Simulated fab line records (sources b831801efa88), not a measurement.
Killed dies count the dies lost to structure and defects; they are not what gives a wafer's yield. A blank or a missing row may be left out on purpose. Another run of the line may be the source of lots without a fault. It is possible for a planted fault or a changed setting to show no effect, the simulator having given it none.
Problem report, 8D (eight disciplines) form, completed by code	flow sky130	the parts of the form that need people (team, actions taken, sign-off) are left out

== 1. WHAT WENT WRONG ==
Wafers without a fault read 20.99 C, standard deviation 0.12; developer temp C at SKY_METAL4_DEVELOP_12 reads a mean of 21.64 C on 9 wafers belonging to 3 lots. Relative to the usual mean, that is a shift of +5.4 standard deviations.
The step: develop time 60 s.
The first sign was on wafer L197.2 at day 41 23:00, on litho track-02. Wafers with a number at this step in the record: 36, from 12 lots. Rule for "out" (also "out of limits"): further than 4 standard deviations from the usual mean. The other wafers with a number count as sound.

== 2. WHAT IT IS, WHAT IT ISN'T ==
question	is	is not
which readings at this step	developer temp C	-
which lots	L197, L199, L200	L191, L201, L202, L204, L206, L207, L209, L210, L212
which wafers of those lots	all that have a number	-
read on which tools	litho track-02	litho track-03, litho track-04
when	from day 41 23:00	up to then (3 sound wafers); but 24 sound wafers of L201, L202, L204, L206, L207, L209, L210, L212 came after

== 3. THE SUSPECTS, EACH WITH WHAT RULES IT OUT ==
Counting: a tool stays on the suspect list if, at a process step up to the reading, it processed all lots that are out and no sound lot following the first of them.
- litho track-02 at SKY_METAL4_DEVELOP_12 (develop time 60 s): kept. All lots that are out passed through it, beginning with L197 at day 41 23:00, and no sound lot followed; its final sound lot before that point was L191 at day 40 02:00. Out on those wafers are its own readings of developer temp C.
After counting, what remains is litho track-02 at SKY_METAL4_DEVELOP_12.

== 4. THE CAUSE (what the simulator had put in) ==
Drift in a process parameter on litho track-02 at SKY_METAL4_DEVELOP_12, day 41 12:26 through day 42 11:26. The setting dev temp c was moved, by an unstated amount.
Only this tool survived the counting.

== 5. THE CHAIN OF EFFECTS, in route order ==
Each row: a reading whose mean over the struck wafers that have a number lies more than 3 standard deviations from the usual. Only readings whose record carries a usual standard deviation are examined. hours: median over the lots of the time between each lot's start at the first step of this table that gives one and its start at this step. sigmas: the change, counted in usual standard deviations.
hours	step	reading	usual	on struck wafers	change	sigmas
0	SKY_METAL4_DEVELOP_12	developer temp C	20.99 C	21.64	+0.65	+5.4
Its process steps:
- SKY_METAL4_DEVELOP_12: develop time 60 s.
Later steps that measure or inspect, where all struck wafers having a row at the step show a number for every such reading and not one has moved that far: SKY_METAL4_CD_MEAS_13.

== 6. WHAT WOULD HAVE CAUGHT IT SOONER ==
First out-of-limits reading in this record: day 41 23:00, which is 11 hours after fault onset at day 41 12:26.
